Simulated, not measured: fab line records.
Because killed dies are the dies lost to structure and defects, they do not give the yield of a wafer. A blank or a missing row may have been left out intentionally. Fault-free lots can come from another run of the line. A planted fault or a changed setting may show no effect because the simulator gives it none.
Chamber matching || flow gf180mcu || rie_si-01 running GF_POLY_GATE_ETCH_13: 4 sister chambers
The step etches poly-Si in HBr/Cl2, stops on SiO2, target depth 198.5 nm, time 69.6 s. 14 wafers are shown with their chamber, then 7 later ones without.

## WAFERS PAIRED WITH THEIR CHAMBERS
{"wafer": "L590.1", "chamber": 1, "drypump_motor_current_A (A)": 6.8, "throttle_valve_pct (%)": 33.680, "HBr_flow_sccm (sccm)": 150.1}
{"wafer": "L590.2", "chamber": 2, "drypump_motor_current_A (A)": 5.4, "throttle_valve_pct (%)": 33.694, "HBr_flow_sccm (sccm)": 149.8}
{"wafer": "L590.6", "chamber": 2, "drypump_motor_current_A (A)": 5.4, "throttle_valve_pct (%)": 33.683, "HBr_flow_sccm (sccm)": 150.5}
{"wafer": "L594.1", "chamber": 3, "drypump_motor_current_A (A)": 6.2, "throttle_valve_pct (%)": 33.689, "HBr_flow_sccm (sccm)": 149.7}
{"wafer": "L594.3", "chamber": 1, "drypump_motor_current_A (A)": 6.8, "throttle_valve_pct (%)": 33.685, "HBr_flow_sccm (sccm)": 150.0}
{"wafer": "L594.6", "chamber": 1, "drypump_motor_current_A (A)": 6.8, "throttle_valve_pct (%)": 33.674, "HBr_flow_sccm (sccm)": 149.5}
{"wafer": "L595.1", "chamber": 1, "drypump_motor_current_A (A)": 6.8, "throttle_valve_pct (%)": 33.678, "HBr_flow_sccm (sccm)": 150.1}
{"wafer": "L595.3", "chamber": 3, "drypump_motor_current_A (A)": 6.3, "throttle_valve_pct (%)": 33.687, "HBr_flow_sccm (sccm)": 150.0}
{"wafer": "L595.4", "chamber": 2, "drypump_motor_current_A (A)": 5.5, "throttle_valve_pct (%)": 33.695, "HBr_flow_sccm (sccm)": 150.0}
{"wafer": "L596.1", "chamber": 2, "drypump_motor_current_A (A)": 5.5, "throttle_valve_pct (%)": 33.697, "HBr_flow_sccm (sccm)": 149.4}
{"wafer": "L596.2", "chamber": 1, "drypump_motor_current_A (A)": 6.8, "throttle_valve_pct (%)": 33.677, "HBr_flow_sccm (sccm)": 150.1}
{"wafer": "L596.3", "chamber": 3, "drypump_motor_current_A (A)": 6.3, "throttle_valve_pct (%)": 33.685, "HBr_flow_sccm (sccm)": 149.9}
{"wafer": "L606.2", "chamber": 0, "drypump_motor_current_A (A)": 6.0, "throttle_valve_pct (%)": 33.706, "HBr_flow_sccm (sccm)": 150.6}
{"wafer": "L606.3", "chamber": 1, "drypump_motor_current_A (A)": 6.8, "throttle_valve_pct (%)": 33.694, "HBr_flow_sccm (sccm)": 150.4}

SIGNATURES (averages over the wafers above)
{"reading": "drypump_motor_current_A", "chamber 0": 6.000, "chamber 1": 6.800, "chamber 2": 5.450, "chamber 3": 6.267, "scatter within a chamber": 0.0408}
{"reading": "throttle_valve_pct", "chamber 0": 33.70600, "chamber 1": 33.68133, "chamber 2": 33.69225, "chamber 3": 33.68700, "scatter within a chamber": 0.00621}
{"reading": "HBr_flow_sccm", "chamber 0": 150.600, "chamber 1": 150.033, "chamber 2": 149.925, "chamber 3": 149.867, "scatter within a chamber": 0.333}
Rule: for a wafer and a chamber, the distance is found by dividing, reading by reading, the gap between the wafer's reading and the chamber's mean by the reading's scatter, squaring, summing and taking the root. The wafer belongs to the nearest chamber; if the next one is less than 2 further off, it can't be placed. The scatter: the root of (the sum of the squares of (reading less its chamber's mean) over the shown wafers, divided by (wafers less chambers)).

## WAFERS WITHOUT THEIR CHAMBER
{"wafer": "L606.5", "drypump_motor_current_A (A)": 5.4, "throttle_valve_pct (%)": 33.686, "HBr_flow_sccm (sccm)": 150.4}
{"wafer": "L611.1", "drypump_motor_current_A (A)": 6.8, "throttle_valve_pct (%)": 33.691, "HBr_flow_sccm (sccm)": 148.9}
{"wafer": "L611.4", "drypump_motor_current_A (A)": 6.2, "throttle_valve_pct (%)": 33.686, "HBr_flow_sccm (sccm)": 149.5}
{"wafer": "L611.6", "drypump_motor_current_A (A)": 6.0, "throttle_valve_pct (%)": 33.698, "HBr_flow_sccm (sccm)": 150.3}
{"wafer": "L612.2", "drypump_motor_current_A (A)": 6.0, "throttle_valve_pct (%)": 33.678, "HBr_flow_sccm (sccm)": 150.3}
{"wafer": "L612.4", "drypump_motor_current_A (A)": 6.8, "throttle_valve_pct (%)": 33.690, "HBr_flow_sccm (sccm)": 150.5}
{"wafer": "L612.5", "drypump_motor_current_A (A)": 5.5, "throttle_valve_pct (%)": 33.692, "HBr_flow_sccm (sccm)": 150.5}

## WHICH CHAMBER EACH ONE RAN IN
{"wafer": "L606.5", "from the rows above": 2, "in truth": 2}
{"wafer": "L611.1", "from the rows above": 1, "in truth": 1}
{"wafer": "L611.4", "from the rows above": 3, "in truth": 3}
{"wafer": "L611.6", "from the rows above": 0, "in truth": 0}
{"wafer": "L612.2", "from the rows above": 0, "in truth": 0}
{"wafer": "L612.4", "from the rows above": 1, "in truth": 1}
{"wafer": "L612.5", "from the rows above": 2, "in truth": 2}
Correctly placed: 7 of 7. Number that these rows cannot place: 0. Wrongly placed: 0.
